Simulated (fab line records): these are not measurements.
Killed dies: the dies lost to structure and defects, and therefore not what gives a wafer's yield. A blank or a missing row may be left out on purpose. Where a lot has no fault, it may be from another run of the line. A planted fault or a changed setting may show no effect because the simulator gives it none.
Which tool was responsible? -- flow gf180mcu -- 42 wafers from 14 lots sampled at 3 of the route's 602 steps

== WHAT THE GAUGES READ, wafer by wafer ==
GF_V5_THK_MEAS_03.
lot,measured,on,V5_CVD_02_THK (nm)
L805,day 26 13:38,filmMetro-03,1453 1418 1463
L806,day 26 19:16,filmMetro-02,1424 1450 1458
L807,day 27 07:37,filmMetro-02,1483 1443 1473
L808,day 27 15:09,filmMetro-03,1447 1461 1473
L809,day 28 00:02,filmMetro-03,1435 1461 1500
L811,day 28 10:04,filmMetro-04,1477 1460 1484
L812,day 28 15:46,filmMetro-04,1463 1440 1477
L814,day 29 10:34,filmMetro-04,1457 1472 1476
L818,day 30 13:39,filmMetro-02,1429 1460 1491
L819,day 30 23:45,filmMetro-02,1469 1430 1421
L820,day 31 02:22,filmMetro-02,1444 1508 1462
L825,day 32 11:47,filmMetro-04,1434 1412 1449
L826,day 32 21:06,filmMetro-04,1427 1398 1443
L827,day 32 22:23,filmMetro-02,1493 1460 1477

GF_V5_CD_MEAS_14: the cd target is 260 nm.
lot,measured,on,cdNm (nm)
L805,day 27 10:11,cdSem-01,261.8 260.9 261.6
L806,day 27 15:58,cdSem-01,259.2 259.3 258.0
L807,day 28 05:35,cdSem-01,260.6 259.4 260.5
L808,day 28 10:53,cdSem-01,260.0 259.4 260.7
L809,day 28 19:55,cdSem-01,259.2 259.7 259.0
L811,day 29 06:01,cdSem-02,258.4 258.0 259.6
L812,day 29 11:02,cdSem-02,260.1 259.8 260.4
L814,day 30 05:23,cdSem-02,261.2 261.6 262.0
L818,day 31 07:46,cdSem-02,260.3 260.5 261.4
L819,day 31 17:22,cdSem-01,262.0 260.6 259.5
L820,day 31 19:38,cdSem-01,261.1 261.4 261.0
L825,day 33 03:39,cdSem-01,262.3 262.7 262.2
L826,day 33 13:10,cdSem-02,259.6 259.8 260.7
L827,day 33 14:43,cdSem-02,261.1 261.1 260.4

GF_V5_THK_MEAS_25: measures by xrf.
lot,measured,on,V5_W_THK (nm)
L805,day 27 11:21,filmMetro-03,360 362 355
L806,day 27 17:10,filmMetro-02,367 351 363
L807,day 28 06:47,filmMetro-02,358 361 363
L808,day 28 12:03,filmMetro-02,359 368 354
L809,day 28 21:04,filmMetro-03,364 369 366
L811,day 29 07:17,filmMetro-03,363 372 374
L812,day 29 12:12,filmMetro-04,354 359 350
L814,day 30 06:39,filmMetro-02,351 353 359
L818,day 31 09:24,filmMetro-04,356 357 358
L819,day 31 18:59,filmMetro-04,351 359 355
L820,day 31 20:54,filmMetro-02,363 367 364
L825,day 33 04:49,filmMetro-04,351 349 355
L826,day 33 14:20,filmMetro-04,349 356 354
L827,day 33 15:54,filmMetro-02,355 354 354

== TOOL THAT RAN EACH LOT (tool first, then ch and the chambers of the sampled wafers, then the start) ==
The record shows no process step preceding these readings.

== WHAT THE TOOLS THEMSELVES READ (means of the sampled wafers that have a number; where no wafer has one, the mark that the record gives instead) ==
The record holds no such reading with a usual standard deviation.

== THE ANSWER, worked out from the rows above alone ==
Rule: the lots themselves supply what counts as usual. The widest of any qualifying gaps counts: lots, ordered by their means at a reading, are off when they make up no more than a third of the lots, leave a main group of 4 or more, and stand apart from it by 3 or more times the standard deviation of that group's means. A main group is skipped when, at the precision printed for the reading in the tables above, its means are all equal. Also off: a lot with no number at a reading for which 4 or more lots have one. Any other lot the step has rows for is counted as sound. First the gauges in route order, then the tools' own readings, where a lot's mean is used as printed above. The first step at which some lot is off is used, and at that step the reading that is off furthest; a lot without a number counts as furthest.
No lot is off on any of the readings shown, so nothing can be concluded from this.

== WHAT HAD BEEN PUT IN BY THE SIMULATOR ==
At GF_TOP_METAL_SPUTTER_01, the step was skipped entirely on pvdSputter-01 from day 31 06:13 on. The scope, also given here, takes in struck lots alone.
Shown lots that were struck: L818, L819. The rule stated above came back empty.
